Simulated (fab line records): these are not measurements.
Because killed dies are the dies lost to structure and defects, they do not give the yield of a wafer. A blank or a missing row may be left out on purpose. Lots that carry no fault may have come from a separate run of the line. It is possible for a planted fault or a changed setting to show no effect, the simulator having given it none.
The tool behind it: which one? -- flow gf180mcu -- 7 lots, 21 wafers sampled, at 2 steps of a route of 602

== WHAT THE GAUGES READ, wafer by wafer ==
GF_SAB_THK_MEAS_01.
lot,measured,on,SAB_CVD_00_THK (nm)
L168,day 14 13:13,film-metro-04,48.0 48.8 49.2
L170,day 15 11:08,film-metro-02,49.5 50.1 48.8
L177,day 18 03:43,film-metro-02,48.7 48.5 49.8
L179,day 18 15:16,film-metro-02,64.8 49.4 50.0 64.8 49.4 50.0
L183,day 19 23:16,film-metro-04,49.3 49.7 50.9
L187,day 21 11:40,film-metro-03,49.4 50.0 49.7
L190,day 22 06:08,film-metro-04,50.3 49.5 49.9

== TOOL THAT RAN EACH LOT (tool first, then ch and the chambers of the sampled wafers, then the start) ==
lot,GF_SAB_CVD_00
L168,"pecvd-03 ch 1, day 14 13:10"
L170,"pecvd-03 ch 0,1,2, day 15 11:07"
L177,"pecvd-03 ch 1,2, day 18 03:41"
L179,"pecvd-01 ch 0,1,2, day 18 15:14"
L183,"pecvd-04 ch 0,2, day 19 23:14"
L187,"pecvd-04 ch 0,1,2, day 21 11:39"
L190,"pecvd-04 ch 0,1, day 22 06:07"
- GF_SAB_CVD_00: deposits SiO2 from TEOS, target thk 50 nm, time 4.9302 s.

== THE ANSWER, worked out from the rows above alone ==
Rule: usual is defined by the lots themselves. The widest of any qualifying gaps counts: lots, ordered by their means at a reading, are off when they make up no more than a third of the lots, leave a main group of 4 or more, and stand apart from it by 3 or more times the standard deviation of that group's means. If all means in a main group match to the digits the tables above print for the reading, that group is not used. A lot without any number at a reading at which 4 lots or more have one is off too. The other lots that the step has rows for count as sound.
Off: L179, seen at GF_SAB_THK_MEAS_01 (SAB_CVD_00_THK). The main group has a mean of 49.5 nm with a standard deviation of 0.47.
A tool fits if, at a process step before that reading, it ran every lot that is off, and no sound lot after the first of them. The gauges at GF_SAB_THK_MEAS_01 are tried like those tools. Can't be told from this: 2 tools fit, pecvd-01 at GF_SAB_CVD_00, film-metro-02 at GF_SAB_THK_MEAS_01.

== WHAT THE SIMULATOR PUT IN ==
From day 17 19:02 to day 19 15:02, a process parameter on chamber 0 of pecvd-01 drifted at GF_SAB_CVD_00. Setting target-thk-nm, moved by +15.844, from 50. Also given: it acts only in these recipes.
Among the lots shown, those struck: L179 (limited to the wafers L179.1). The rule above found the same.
